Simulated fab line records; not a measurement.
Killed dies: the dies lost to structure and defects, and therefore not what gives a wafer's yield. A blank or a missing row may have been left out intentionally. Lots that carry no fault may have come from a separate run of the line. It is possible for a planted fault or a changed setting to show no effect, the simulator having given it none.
What tool caused it? + flow gf180mcu + 13 lots with 36 wafers sampled at 2 steps, on a route of 602 steps

== WHAT THE GAUGES SHOWED, per wafer ==
GF_M1_RS_MEAS_05: measurement is done with a four-point probe.
| lot  | measured     | on            | M1_ALCU_RS (ohm/sq)  |
|------|--------------|---------------|----------------------|
| L315 | day 16 13:32 | film metro-03 | 0.0704 0.0699 0.0693 |
| L316 | day 17 04:55 | film metro-01 | 0.0700 0.0702 0.0696 |
| L320 | day 18 21:10 | film metro-04 | 0.0707 0.0702 0.0703 |
| L321 | day 19 03:37 | film metro-01 | 0.0691 0.0696 0.0693 |
| L323 | day 19 23:07 | film metro-03 | 0.0696 0.0690 0.0693 |
| L325 | day 20 15:48 | film metro-04 | 0.0693 0.0698 0.0696 |
| L326 | day 21 01:02 | film metro-01 | 0.0700 0.0695 0.0696 |
| L330 | day 22 09:43 | film metro-04 | 0.0693 0.0693        |
| L331 | day 23 07:41 | film metro-01 | 0.0685 0.0686        |
| L332 | day 23 16:47 | film metro-03 | 0.0689 0.0687        |
| L334 | day 24 00:04 | film metro-03 | 0.0684 0.0685 0.0690 |
| L335 | day 24 03:53 | film metro-03 | 0.0687 0.0696 0.0688 |
| L336 | day 24 10:14 | film metro-04 | 0.0703 0.0707 0.0700 |

GF_M1_THK_MEAS_06: measures by xrf.
| lot  | measured     | on            | M1_ALCU_THK (nm) |
|------|--------------|---------------|------------------|
| L315 | day 16 13:38 | film metro-03 | 446 448 453      |
| L316 | day 17 05:01 | film metro-01 | 449 449 449      |
| L320 | day 18 21:16 | film metro-04 | 437 444 443      |
| L321 | day 19 03:43 | film metro-01 | 454 448 452      |
| L323 | day 19 23:14 | film metro-03 | 447 451 452      |
| L325 | day 20 15:55 | film metro-04 | 453 451 449      |
| L326 | day 21 01:09 | film metro-01 | 446 449 449      |
| L330 | day 22 09:50 | film metro-04 | 452 451          |
| L331 | day 23 07:48 | film metro-01 | 458 460          |
| L332 | day 23 16:54 | film metro-03 | 454 457          |
| L334 | day 24 00:09 | film metro-03 | 456 455 454      |
| L335 | day 24 04:01 | film metro-03 | 453 450 455      |
| L336 | day 24 10:21 | film metro-04 | 447 444 452      |

== EACH LOT AND THE TOOL THAT RAN IT (in order: tool; ch and the chambers of the sampled wafers; start) ==
There is no process step in the record ahead of these readings.

== AS READ BY THE TOOLS THEMSELVES (means over the sampled wafers that have a number; for cases with no such wafer, the mark the record gives instead) ==
The record holds no such reading with a usual standard deviation.

== THE ANSWER, worked out from the rows above alone ==
Rule: the usual values come from the lots themselves. The widest of any qualifying gaps counts: lots, ordered by their means at a reading, are off when they make up no more than a third of the lots, leave a main group of 4 or more, and stand apart from it by 3 or more times the standard deviation of that group's means. Not used: any main group whose means are identical at the precision the tables above print for the reading. Also off: a lot with no number at a reading for which 4 or more lots have one. All remaining lots with rows at the step are treated as sound. After the gauges, taken in route order, come the tools' own readings; for these a lot's mean is taken, as printed above. The first step at which some lot is off is used, and at that step the reading that is off furthest; a lot without a number counts as furthest.
Nothing can be told from this: no lot is off at any reading shown.

== WHAT THE SIMULATOR HAD INSERTED ==
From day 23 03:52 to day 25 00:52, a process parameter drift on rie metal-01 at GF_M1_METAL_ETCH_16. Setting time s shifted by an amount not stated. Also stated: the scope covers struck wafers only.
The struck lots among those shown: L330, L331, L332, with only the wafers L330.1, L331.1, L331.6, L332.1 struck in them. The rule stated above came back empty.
